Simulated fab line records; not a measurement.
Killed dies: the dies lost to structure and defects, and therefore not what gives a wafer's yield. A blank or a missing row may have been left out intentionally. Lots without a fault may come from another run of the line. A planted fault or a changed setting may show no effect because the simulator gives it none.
Split-lot trial -- flow sky130 -- 23 wafers read from 5 lots, route of 708 steps

ON THE SPLIT
At SKY_POLY_GATE_EXPOSE_10 (exposes mask P1M, target cd 150 nm), the setting dose-mj was moved away from the recipe's 28 on 9 of the 23 wafers read, by -4.3% to +6.8%. The other wafers ran this setting at the recipe's value.

FROM THE SPLIT TO THE READING: what the file shows between them, 8 steps
- SKY_POLY_GATE_PEB_11
- SKY_POLY_GATE_DEVELOP_12: develop time 58.51 s
- SKY_POLY_GATE_CD_MEAS_13: target cd 150 nm
- SKY_POLY_GATE_ETCH_15: etches BARC in N2/H2, stops on SiO2, time 118.5 s, target depth 110 nm
- SKY_POLY_GATE_ETCH_17: etches poly-Si in HBr/Cl2, stops on SiO2, target depth 180 nm, time 70.5 s (also split here: time-s)
- SKY_POLY_GATE_STRIP_18: strips in O2/N2
- SKY_POLY_GATE_CLEAN_19: cleans in SC1/SC2, time 150 s
- SKY_POLY_GATE_OXIDATION_20: stabilise 600 s, purge 300 s, target thk 4 nm

THE READING
cd-nm, in nm, at SKY_POLY_GATE_CD_MEAS_22. Typical for fault-free wafers on this fab line: 149.0 nm, with standard deviation 2.1 nm.

wafer,"tool, chamber at the split",dose-mj as run,against the recipe,"cd-nm, nm",against lot-mates on the recipe
L076.1,"krf-scanner-02, 0",29.89,+6.8%,136.0,-12.2
L076.2,"krf-scanner-02, 0",28,recipe,148.4,-
L076.3,"krf-scanner-02, 0",29.89,+6.8%,136.9,-11.3
L076.5,"krf-scanner-02, 0",28,recipe,147.5,-
L076.6,"krf-scanner-02, 0",28,recipe,148.8,-
L078.1,"krf-scanner-02, 0",27.03,-3.5%,149.2,+3.5
L078.3,"krf-scanner-02, 0",28,recipe,147.6,-
L078.4,"krf-scanner-02, 0",28,recipe,142.2,-
L078.5,"krf-scanner-02, 0",28,recipe,147.4,-
L078.6,"krf-scanner-02, 0",27.03,-3.5%,152.7,+7.0
L083.1,"krf-scanner-01, 0",28,recipe,145.3,-
L083.2,"krf-scanner-01, 0",27.1,-3.2%,153.3,+6.0
L083.3,"krf-scanner-01, 0",27.1,-3.2%,151.2,+3.9
L083.4,"krf-scanner-01, 0",27.1,-3.2%,157.7,+10.4
L083.5,"krf-scanner-01, 0",28,recipe,149.3,-
L081.4,"krf-scanner-02, 0",28,recipe,150.5,-
L081.5,"krf-scanner-02, 0",28,recipe,148.6,-
L081.6,"krf-scanner-02, 0",28,recipe,149.5,-
L084.1,"krf-scanner-02, 0",28,recipe,150.9,-
L084.2,"krf-scanner-02, 0",28,recipe,147.1,-
L084.3,"krf-scanner-02, 0",26.8,-4.3%,156.3,+5.6
L084.4,"krf-scanner-02, 0",26.8,-4.3%,156.6,+5.9
L084.5,"krf-scanner-02, 0",28,recipe,154.0,-

THE FIT
A straight line over all 23 wafers: cd-nm changes by -1.67 nm for each +1% of dose-mj; r = -0.88; the points scatter about the line by 2.6 nm.
The same after taking each lot's own level away (the mean of its wafers on the recipe; 23 wafers): -1.7 nm for each +1%; r = -0.92; scatter 2.1 nm.
Per that fit: largest dose-mj move, reading shift of 11 nm.
Across the lots, their own levels run from 145.73 to 150.67 nm, a range of 2.3 times the standard deviation given above.
Hence the lot-to-lot level has little effect on the slope; both slopes agree.
Check: with one of the wafers moved furthest among these (+6.8%) left out of the fit, the line predicts -11.1 nm for it against its lot-mates. It came out at -12.2 nm against them.

OTHER SPLITS ON THESE WAFERS
Note: prior to the reading, these wafers also went through further splits. Each is held against what the fit with the lots' levels taken away leaves over:
other split on the same wafers,wafers away from the commonest value,r with cd-nm (lot level and that fit taken away)
SKY_GATE_OXIDE_DEVELOP_09 develop-time-s,8,-0.23
SKY_POLY_GATE_COAT_07 spin-rpm,7,-0.09
SKY_POLY_GATE_ETCH_17 time-s,6,+0.01

THE WHOLE CHAIN: every reading that the file lists as answering this split, in the file's order
step,what it does,reading,change (the file's fit),r (the file's)
SKY_POLY_GATE_DEVELOP_12,develop time 58.51 s,"POLY_GATE.cd-nm (the simulator's own value, which no gauge read)",-1.77 nm for each +1% of the setting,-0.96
SKY_POLY_GATE_CD_MEAS_13,target cd 150 nm,cd-nm,-1.76 nm for each +1% of the setting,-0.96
SKY_POLY_GATE_ETCH_15,"etches BARC in N2/H2, stops on SiO2, time 118.5 s, target depth 110 nm","POLY_GATE.cd-nm (the simulator's own value, which no gauge read)",-1.72 nm for each +1% of the setting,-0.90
SKY_POLY_GATE_CD_MEAS_22,,cd-nm,-1.67 nm for each +1% of the setting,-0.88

THE FILE'S OWN FIT
cd-nm changes by -1.67 nm for each +1% of dose-mj, r = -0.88.
